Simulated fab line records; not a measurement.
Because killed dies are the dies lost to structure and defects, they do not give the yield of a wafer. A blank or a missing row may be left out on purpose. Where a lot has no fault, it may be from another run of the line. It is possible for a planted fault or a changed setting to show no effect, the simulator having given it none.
Which tool did it? -- flow gf180mcu -- 14 lots, 42 wafers sampled, at 5 steps of a route of 602

## WHAT EACH GAUGE READ, for each wafer
The record holds no reading of a measuring or inspecting step that can be judged against a usual standard deviation.

## WHICH TOOL RAN EACH LOT (tool, then ch and the chambers of the sampled wafers, then the start)
lot,GF_M3_SPUTTER_03,GF_M3_STRIP_17,GF_V3_ETCH_17,GF_M4_SPUTTER_01,GF_M4_METAL_ETCH_16
L999,"pvd sputter-02, day 20 21:19","plasma asher-02 ch 0,1, day 21 21:41","rie diel-03 ch 1,2,3, day 23 00:16 or earlier","pvd sputter-03, day 23 00:16","rie metal-02 ch 0, day 23 22:24"
L100,"pvd sputter-04, day 21 00:08","plasma asher-01 ch 1, day 22 00:09","rie diel-01 ch 1,2,3, day 23 02:07 or earlier","pvd sputter-04, day 23 02:07","rie metal-03 ch 0, day 24 00:55"
L106,"pvd sputter-02, day 23 08:02","plasma asher-04 ch 0,1, day 24 06:29","rie diel-03 ch 0,1,2, day 25 06:57 or earlier","pvd sputter-03, day 25 06:57","rie metal-01 ch 0, day 26 03:25"
L107,"pvd sputter-02, day 23 09:25","plasma asher-02 ch 0,1, day 24 07:28","rie diel-01 ch 0,1,2, day 25 08:10 or earlier","pvd sputter-01, day 25 08:10","rie metal-01 ch 0, day 26 05:30"
L111,"pvd sputter-03, day 24 20:38","plasma asher-04 ch 0,1, day 25 17:44","rie diel-04 ch 1,2,3, day 26 16:46 or earlier","pvd sputter-04, day 26 16:46","rie metal-03 ch 0, day 27 13:37"
L113,"pvd sputter-03, day 25 03:53","plasma asher-02 ch 0,1, day 26 01:07","rie diel-01 ch 1,2,3, day 27 00:13 or earlier","pvd sputter-01, day 27 00:13","rie metal-03 ch 0,1, day 27 20:22"
L114,"pvd sputter-02, day 25 16:55","plasma asher-01 ch 0,1, day 26 13:38","rie diel-01 ch 0,2,3, day 27 12:37 or earlier","pvd sputter-04, day 27 12:37","rie metal-03 ch 0,1, day 28 08:32"
L115,"pvd sputter-03, day 26 01:01","plasma asher-02 ch 0,1, day 26 21:40","rie diel-04 ch 0,1,2, day 27 21:02 or earlier","pvd sputter-03, day 27 21:02","rie metal-03 ch 0,1, day 28 16:14"
L116,"pvd sputter-02, day 26 08:41","plasma asher-01 ch 0,1, day 27 05:34","rie diel-04 ch 1,2,3, day 28 03:23 or earlier","pvd sputter-04, day 28 03:23","rie metal-01 ch 0,1, day 28 22:56"
L117,"pvd sputter-04, day 26 13:03","plasma asher-02 ch 0,1, day 27 09:55","rie diel-04 ch 0,2,3, day 28 08:38 or earlier","pvd sputter-03, day 28 08:38","rie metal-02 ch 0,1, day 29 04:16"
L119,"pvd sputter-04, day 27 07:59","plasma asher-01 ch 0,1, day 28 04:25","rie diel-03 ch 1,2,3, day 29 02:20 or earlier","pvd sputter-01, day 29 02:20","rie metal-02 ch 1, day 29 21:57"
L120,"pvd sputter-02, day 27 09:14","plasma asher-02 ch 0,1, day 28 05:23","rie diel-04 ch 0,1,3, day 29 04:15 or earlier","pvd sputter-04, day 29 04:15","rie metal-03 ch 0,1, day 29 23:34"
L121,"pvd sputter-03, day 27 15:36","plasma asher-04 ch 0,1, day 28 11:02","rie diel-03 ch 0,3, day 29 08:41 or earlier","pvd sputter-03, day 29 08:41","rie metal-02 ch 1, day 30 04:16"
L122,"pvd sputter-02, day 27 23:24","plasma asher-02 ch 0,1, day 28 19:20","rie diel-03 ch 1,2,3, day 29 17:47 or earlier","pvd sputter-01, day 29 17:47","rie metal-03 ch 0, day 30 12:34"
- GF_M3_SPUTTER_03: material Ti, target thk 10 nm, time 6.7 s.
- GF_M3_STRIP_17: strips in O2/N2.
- GF_V3_ETCH_17: etches SiO2 in C4F8/O2/Ar, stops on TiN, target depth 635 nm.
- GF_M4_SPUTTER_01: material TiN, target thk 30 nm, time 25 s.
- GF_M4_METAL_ETCH_16: etches the open film in Cl2/BCl3, stops on SiO2, target depth 627.5 nm, time 104.6 s.

## WHAT THE TOOLS THEMSELVES READ (means of the sampled wafers that have a number; where no wafer has one, the mark that the record gives instead)
GF_M3_SPUTTER_03. Usual: cathode dc power W 3000.0 W, standard deviation 0.5; chamber pressure pa 0.2999 Pa, standard deviation 0.00063; throttle valve pct 30.2 %, standard deviation 1.
lot,tool,cathode dc power W (W),chamber pressure pa (Pa),throttle valve pct (%),flag
L999,pvd sputter-02,3000.0,0.2999,31.3,
L100,pvd sputter-04,3000.4,0.2998,30.0,
L106,pvd sputter-02,3000.0,0.3004,31.1,
L107,pvd sputter-02,3000.2,0.3007,31.1,
L111,pvd sputter-03,2999.8,0.3001,29.7,
L113,pvd sputter-03,3000.0,0.2993,29.9,
L114,pvd sputter-02,3000.3,0.2999,30.6,
L115,pvd sputter-03,3000.0,0.3004,30.1,
L116,pvd sputter-02,2999.8,0.3001,30.6,
L117,pvd sputter-04,3000.1,0.2999,29.1,
L119,pvd sputter-04,3000.1,0.2997,30.6,
L120,pvd sputter-02,3000.2,0.2998,30.5,
L121,pvd sputter-03,3000.0,0.2998,29.1,
L122,pvd sputter-02,3000.2,0.3002,30.9,

GF_M3_STRIP_17. Usual: drypump motor current A 5.8 A, standard deviation 0.36; heater power w 344 W, standard deviation 18; oes product au 0.557 a.u., standard deviation 0.0046; strip time to endpoint s 7.86 s, standard deviation 0.057.
lot,tool,drypump motor current A (A),heater power w (W),oes product au (a.u.),strip time to endpoint s (s),flag
L999,plasma asher-02,5.5,330,0.557,7.83,
L100,plasma asher-01,6.4,380,0.550,7.82,
L106,plasma asher-04,5.8,347,0.563,7.86,
L107,plasma asher-02,5.5,326,0.558,7.85,
L111,plasma asher-04,5.8,350,0.553,7.81,
L113,plasma asher-02,5.5,326,0.555,7.86,
L114,plasma asher-01,6.4,360,0.557,7.79,
L115,plasma asher-02,5.5,328,0.562,7.94,
L116,plasma asher-01,6.4,362,0.551,7.79,
L117,plasma asher-02,5.5,327,0.556,7.91,
L119,plasma asher-01,6.4,366,0.563,7.93,
L120,plasma asher-02,5.5,326,0.557,7.86,
L121,plasma asher-04,5.8,354,0.560,7.91,
L122,plasma asher-02,5.5,329,0.561,8.00,

GF_V3_ETCH_17. Usual: oes product au 0.856 a.u., standard deviation 0.0049.
lot,tool,oes product au (a.u.),flag
L999,rie diel-03,0.861,
L100,rie diel-01,0.857,
L106,rie diel-03,0.855,
L107,rie diel-01,0.856,
L111,rie diel-04,0.861,
L113,rie diel-01,0.858,
L114,rie diel-01,0.855,
L115,rie diel-04,0.853,
L116,rie diel-04,0.860,
L117,rie diel-04,0.854,
L119,rie diel-03,0.858,
L120,rie diel-04,0.857,
L121,rie diel-03,0.856,
L122,rie diel-03,0.855,

GF_M4_SPUTTER_01. Usual: cathode dc power W 6500.1 W, standard deviation 1.2; chamber pressure pa 0.4002 Pa, standard deviation 0.00072; throttle valve pct 29.7 %, standard deviation 0.91.
lot,tool,cathode dc power W (W),chamber pressure pa (Pa),throttle valve pct (%),flag
L999,pvd sputter-03,6501.0,0.4007,29.6,
L100,pvd sputter-04,6500.4,0.4002,30.0,
L106,pvd sputter-03,-,-,-,OFF
L107,pvd sputter-01,-,-,-,OFF
L111,pvd sputter-04,6500.0,0.3998,29.9,
L113,pvd sputter-01,6499.4,0.4010,30.4,
L114,pvd sputter-04,6499.1,0.3999,29.3,
L115,pvd sputter-03,6499.1,0.3999,29.4,
L116,pvd sputter-04,6500.5,0.4005,29.8,
L117,pvd sputter-03,6499.8,0.4002,29.5,
L119,pvd sputter-01,6501.6,0.4002,30.3,
L120,pvd sputter-04,6501.3,0.3997,29.1,
L121,pvd sputter-03,6499.5,0.3996,29.9,
L122,pvd sputter-01,6499.3,0.4006,30.3,

GF_M4_METAL_ETCH_16. Usual: drypump motor current A 5.5 A, standard deviation 0.44; oes product au 0.972 a.u., standard deviation 0.0069; throttle valve pct 28.250 %, standard deviation 0.011.
lot,tool,drypump motor current A (A),oes product au (a.u.),throttle valve pct (%),flag
L999,rie metal-02,5.8,0.977,28.246,
L100,rie metal-03,5.0,0.978,28.242,
L106,rie metal-01,6.0,0.953,28.284,OFF
L107,rie metal-01,6.0,0.943,28.285,OFF
L111,rie metal-03,5.0,0.975,28.254,
L113,rie metal-03,5.2,0.975,28.256,
L114,rie metal-03,5.3,0.965,28.256,
L115,rie metal-03,5.2,0.980,28.247,
L116,rie metal-01,5.8,0.975,28.264,
L117,rie metal-02,5.9,0.970,28.244,
L119,rie metal-02,6.1,0.973,28.259,
L120,rie metal-03,5.1,0.974,28.251,
L121,rie metal-02,6.1,0.968,28.249,
L122,rie metal-03,4.9,0.976,28.238,

## THE ANSWER, worked out from the rows above alone
Rule: take the mean of a lot's wafers that have a number; if it is more than 3 standard deviations from the usual mean, the lot is off. A lot without any number at a reading at which 4 lots or more have one is off too. Any other lot the step has rows for is counted as sound. After the gauges, taken in route order, come the tools' own readings; for these a lot's mean is taken, as printed above. The first step at which some lot is off is used, and at that step the reading that is off furthest; a lot without a number counts as furthest.
Off: L106, L107 (GF_M4_SPUTTER_01, cathode dc power W). Without a number there: L106, L107.
A tool fits if, at that step or a process step before it, it ran every lot that is off, and no sound lot after the first of them. GF_V3_ETCH_17 gives no start for some lots, so the hours and the order of its lots are those of GF_M4_SPUTTER_01. None of those tried fits.

## WHAT THE SIMULATOR PUT IN
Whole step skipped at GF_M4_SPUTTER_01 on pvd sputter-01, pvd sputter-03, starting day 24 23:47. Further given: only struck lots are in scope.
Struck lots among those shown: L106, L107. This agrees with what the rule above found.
